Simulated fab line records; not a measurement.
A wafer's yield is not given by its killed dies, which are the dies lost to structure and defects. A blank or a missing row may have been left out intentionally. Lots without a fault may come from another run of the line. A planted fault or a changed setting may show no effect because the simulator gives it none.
What tool caused it?	flow gf180mcu	Sampling: 13 lots, 39 wafers, 4 of 602 route steps

## WHAT THE GAUGES SHOWED, per wafer
GF_VT_IMPLANT_OVL_MEAS_07. Usual: VT_IMPLANT_OVL 0.9 nm, standard deviation 1.2.
lot	measured	on	VT_IMPLANT_OVL (nm)	flag
L363	day 5 16:56	overlay-01	0.4 1.4 0.9	
L364	day 5 23:38	overlay-02	-0.1 -0.8 -0.4	
L365	day 6 02:16	overlay-02	0.2 -0.9 -0.5	
L366	day 6 10:31	overlay-02	-0.3 1.2 2.2	
L368	day 6 22:45	overlay-01	-1.3 -0.3 -1.0	
L369	day 7 03:28	overlay-02	1.0 2.0 0.2	
L379	day 9 17:22	overlay-02	0.0 1.0 2.6	
L380	day 10 02:44	overlay-01	4.3 3.3 2.1	
L381	day 10 05:52	overlay-01	2.1 0.6 0.9	
L383	day 10 16:46	overlay-01	0.8 0.8 1.4	
L384	day 11 13:10	overlay-01	0.4 1.0 -1.0	
L385	day 11 13:57	overlay-02	0.1 0.2 -0.1	
L386	day 11 17:24	overlay-01	-0.2 1.1 0.3	

GF_V1_THK_MEAS_25: measures by xrf. Usual: V1_W_THK 356 nm, standard deviation 6.
lot	measured	on	V1_W_THK (nm)	flag
L363	day 18 04:49	filmMetro-01	353 355 359	
L364	day 18 22:50	filmMetro-01	352 354 344	
L365	day 19 10:27	filmMetro-01	346 346 344	
L366	day 19 08:07	filmMetro-01	348 355 354	
L368	day 20 07:49	filmMetro-03	360 365 361	
L369	day 20 11:23	filmMetro-01	349 357 351	
L379	day 23 21:44	filmMetro-02	353 353 351	
L380	day 24 16:01	filmMetro-03	364 362 355	
L381	day 24 18:01	filmMetro-03	364 355 360	
L383	day 25 04:57	filmMetro-02	364 367 368	
L384	day 26 08:32	filmMetro-02	352 356 355	
L385	day 26 08:56	filmMetro-01	351 349 348	
L386	day 26 12:13	filmMetro-02	359 357 355	

## TOOL THAT RAN EACH LOT (tool first, then ch and the chambers of the sampled wafers, then the start)
lot	GF_NWELL_EXPOSE_04	GF_V1_SPUTTER_21
L363	ilineStepper-02 ch 0, day 3 01:06	pvdSputter-04, day 18 04:25
L364	ilineStepper-01 ch 0, day 3 07:13	pvdSputter-03, day 18 22:29
L365	ilineStepper-02 ch 0, day 3 11:43	pvdSputter-03, day 19 09:59
L366	ilineStepper-01 ch 0, day 3 18:54	pvdSputter-02, day 19 07:46
L368	ilineStepper-01 ch 0, day 4 04:23	pvdSputter-04, day 20 07:29
L369	ilineStepper-02 ch 0, day 4 08:56	pvdSputter-03, day 20 11:02
L379	ilineStepper-02 ch 0, day 6 14:22	pvdSputter-02, day 23 21:23
L380	ilineStepper-02 ch 0, day 6 22:43	pvdSputter-04, day 24 15:39
L381	ilineStepper-01 ch 0, day 7 03:00	pvdSputter-04, day 24 17:41
L383	ilineStepper-02 ch 0, day 7 10:39	pvdSputter-04, day 25 04:37
L384	ilineStepper-01 ch 0, day 8 05:41	pvdSputter-02, day 26 08:12
L385	ilineStepper-02 ch 0, day 8 05:55	pvdSputter-04, day 26 08:36
L386	ilineStepper-02 ch 0, day 8 10:24	pvdSputter-04, day 26 11:53
- GF_NWELL_EXPOSE_04: exposes mask Nwell, target cd 860 nm.
- GF_V1_SPUTTER_21: material Ti, target thk 15 nm, time 80.02 s.

## WHAT THE TOOLS THEMSELVES READ (means of the sampled wafers that have a number; where no wafer has one, the mark that the record gives instead)
GF_NWELL_EXPOSE_04. Usual: stageVelMmS 500.02 mm/s, standard deviation 0.22.
lot	tool	stageVelMmS (mm/s)	flag
L363	ilineStepper-02	500.12	
L364	ilineStepper-01	499.97	
L365	ilineStepper-02	500.02	
L366	ilineStepper-01	500.06	
L368	ilineStepper-01	499.93	
L369	ilineStepper-02	499.80	
L379	ilineStepper-02	500.01	
L380	ilineStepper-02	500.26	
L381	ilineStepper-01	500.26	
L383	ilineStepper-02	500.05	
L384	ilineStepper-01	499.65	
L385	ilineStepper-02	499.91	
L386	ilineStepper-02	499.97	

GF_V1_SPUTTER_21. Usual: 30.6 % for throttleValvePct, sd 1.1.
lot	tool	throttleValvePct (%)	flag
L363	pvdSputter-04	31.4	
L364	pvdSputter-03	30.7	
L365	pvdSputter-03	30.7	
L366	pvdSputter-02	28.9	
L368	pvdSputter-04	31.1	
L369	pvdSputter-03	30.5	
L379	pvdSputter-02	30.9	
L380	pvdSputter-04	31.0	
L381	pvdSputter-04	31.2	
L383	pvdSputter-04	31.2	
L384	pvdSputter-02	28.6	
L385	pvdSputter-04	31.5	
L386	pvdSputter-04	31.4	

## THE ANSWER, worked out from the rows above alone
Rule: a lot is off if the mean of its wafers that have a number lies more than 3 standard deviations from the usual mean. A lot without any number at a reading at which 4 lots or more have one is off too. All remaining lots with rows at the step are treated as sound. Order of review: gauges by route order, followed by the tools' own readings, for which a lot's mean as printed above is used. The first step at which some lot is off is used, and at that step the reading that is off furthest; a lot without a number counts as furthest.
Nothing can be told from this: no lot is off at any reading shown.

## WHAT HAD BEEN PUT IN BY THE SIMULATOR
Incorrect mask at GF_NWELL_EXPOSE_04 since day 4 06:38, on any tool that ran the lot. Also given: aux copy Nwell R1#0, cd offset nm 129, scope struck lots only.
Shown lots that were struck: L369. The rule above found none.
